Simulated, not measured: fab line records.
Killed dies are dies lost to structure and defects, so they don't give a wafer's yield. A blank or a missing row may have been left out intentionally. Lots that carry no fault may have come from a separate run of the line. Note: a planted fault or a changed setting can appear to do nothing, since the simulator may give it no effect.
A struck lot beside a sound one / flow sky130 / 43 out of 708 route steps
Sound: these wafers, L493.1, L493.5, L493.6. Struck: wafer L498.6. (L498.2, L498.5 of the same lot were not struck and are left out.) The cause comes at the end.
Each step with rows lists, per side, the tool, then ch with its chambers, then its first start. Under that, the readings that differ: sound wafers / struck wafers / difference of the means / sigmas: that difference in standard deviations of wafers without a fault.
alike: readings whose means differ by less than 2 such deviations, and words and numbers that are the same on both sides. not compared: withheld readings, readings that some wafer has no value for, bounds like >300 that may hide the same value, and numbers for which the record gives no deviation and whose values overlap.
The two part at a step that has a row with sigmas, a row that says differs or no value, or rows on one side only. Non-overlapping numbers with no deviation appear without sigmas and do not part them. Lack of a reading on every wafer of one side parts them only where that side has two or more wafers.

first, 3 steps without rows for these wafers: SKY_LDD_N_EXPOSE_04 (exposes mask NTM, target cd 840 nm); SKY_LDD_N_PEB_05; SKY_LDD_N_DEVELOP_06 (develop time 60 s).
SKY_LDD_N_OVL_MEAS_07:
  sound on overlay-02 at day 19 13:46; struck on overlay-02 at day 21 13:28
  alike: LDD_N_OVL
then, 8 steps without rows for these wafers: SKY_LDD_N_IMPLANT_08; SKY_LDD_N_IMPLANT_09; SKY_LDD_N_IMPLANT_10; SKY_LDD_N_IMPLANT_11; SKY_LDD_N_IMPLANT_12; SKY_LDD_N_IMPLANT_13; SKY_LDD_N_IMPLANT_14; SKY_LDD_N_IMPLANT_15.
SKY_LDD_N_STRIP_16: strips in O2/N2.
  sound on plasma asher-02 ch 0,1, day 19 15:01; struck on plasma asher-01 ch 1, day 21 14:42
  alike: drypump motor current A, oes product au, strip time to endpoint s
  not compared: rf hours counter h
SKY_LDD_N_TW_MEAS_17:
  sound on film metro-02 at day 19 15:07; struck on film metro-01 at day 21 14:49
  alike: LDD_N_TW
then, 7 steps without rows for these wafers: SKY_LDD_P_DEHYDRATE_00 (time 60 s); SKY_LDD_P_HMDS_01 (prime time 60 s); SKY_LDD_P_COAT_02 (resist thk 1122 nm); SKY_LDD_P_SOFTBAKE_03 (time 60 s); SKY_LDD_P_EXPOSE_04 (exposes mask PSDM, target cd 380 nm); SKY_LDD_P_PEB_05; SKY_LDD_P_DEVELOP_06 (develop time 60 s).
SKY_LDD_P_CD_MEAS_07: target cd 380 nm.
  sound on cd sem-02 at day 20 21:50; struck on cd sem-02 at day 22 21:15
  alike: cd nm
SKY_LDD_P_OVL_MEAS_08:
  sound on overlay-02 at day 20 21:57; struck on overlay-01 at day 22 21:21
  alike: LDD_P_OVL
following that, these wafers have no rows for 1 step: SKY_LDD_P_IMPLANT_09.
SKY_LDD_P_STRIP_10: strips in O2/N2.
  sound on plasma asher-03 ch 0,1, day 20 22:08; struck on plasma asher-03 ch 0, day 22 21:32
reading=strip time to endpoint s (s); sound=13.94 13.95 13.94; struck=14.02; difference=+0.08; sigmas=+2
  alike: drypump motor current A, oes product au
  not compared: rf hours counter h
SKY_LDD_P_TW_MEAS_11:
  sound on film metro-02 at day 20 22:14; struck on film metro-03 at day 22 21:38
  alike: LDD_P_TW
then, 7 steps without rows for these wafers: SKY_LDD_HVN_DEHYDRATE_00 (time 60 s); SKY_LDD_HVN_HMDS_01 (prime time 60 s); SKY_LDD_HVN_COAT_02 (resist thk 300 nm); SKY_LDD_HVN_SOFTBAKE_03 (time 60 s); SKY_LDD_HVN_EXPOSE_04 (exposes mask HVNTM, target cd 700 nm); SKY_LDD_HVN_PEB_05; SKY_LDD_HVN_DEVELOP_06 (develop time 60 s).
SKY_LDD_HVN_OVL_MEAS_07:
  sound on overlay-01 at day 22 05:29; struck on overlay-02 at day 24 03:34
reading=LDD_HVN_OVL (nm); sound=0.1 -0.6 1.4; struck=-3.3; difference=-3.6; sigmas=-3
following that, these wafers have no rows for 1 step: SKY_LDD_HVN_IMPLANT_08.
SKY_LDD_HVN_STRIP_09: strips in O2/N2.
  sound on plasma asher-03 ch 0,1, day 22 05:40; struck on plasma asher-03 ch 0, day 24 03:45
  alike: drypump motor current A, oes product au, strip time to endpoint s
  not compared: rf hours counter h
SKY_LDD_HVN_TW_MEAS_10:
  sound on film metro-02 at day 22 05:46; struck on film metro-03 at day 24 03:52
  alike: LDD_HVN_TW
then, 5 steps without rows for these wafers: SKY_LDD_HVP_DEHYDRATE_00 (time 60 s); SKY_LDD_HVP_HMDS_01 (prime time 60 s); SKY_LDD_HVP_COAT_02 (resist thk 300 nm); SKY_LDD_HVP_SOFTBAKE_03 (time 60 s); SKY_LDD_HVP_EXPOSE_04 (exposes mask HVPTM, target cd 700 nm).
-- a jump in the record: the struck wafers' starts before and after are 24 days apart (it breaks off in module LDD_HVP and resumes in module PAD_OPEN, where the first step shown is number 708 of the route) --
SKY_PAD_OPEN_PROBE_99:
  sound on prober-01 at day 47 04:23; struck on prober-02 at day 48 10:27
reading=hold; sound=- - -; struck=await dispo/2.5h/release; difference=no value on the sound wafers; sigmas=
reading=killed at front end; sound=17 15 14; struck=56; difference=+41; sigmas=+10
reading=killed dies; sound=84 79 96; struck=137; difference=+51; sigmas=+6
  alike: killed_at_M0_to_M3, killed_at_M4_up, killed at contacts, killed at other, killed open, killed short

WHERE THEY PART
At SKY_LDD_P_STRIP_10 first; at SKY_PAD_OPEN_PROBE_99 last (within this record only).

WHY: what had been put in by the simulator
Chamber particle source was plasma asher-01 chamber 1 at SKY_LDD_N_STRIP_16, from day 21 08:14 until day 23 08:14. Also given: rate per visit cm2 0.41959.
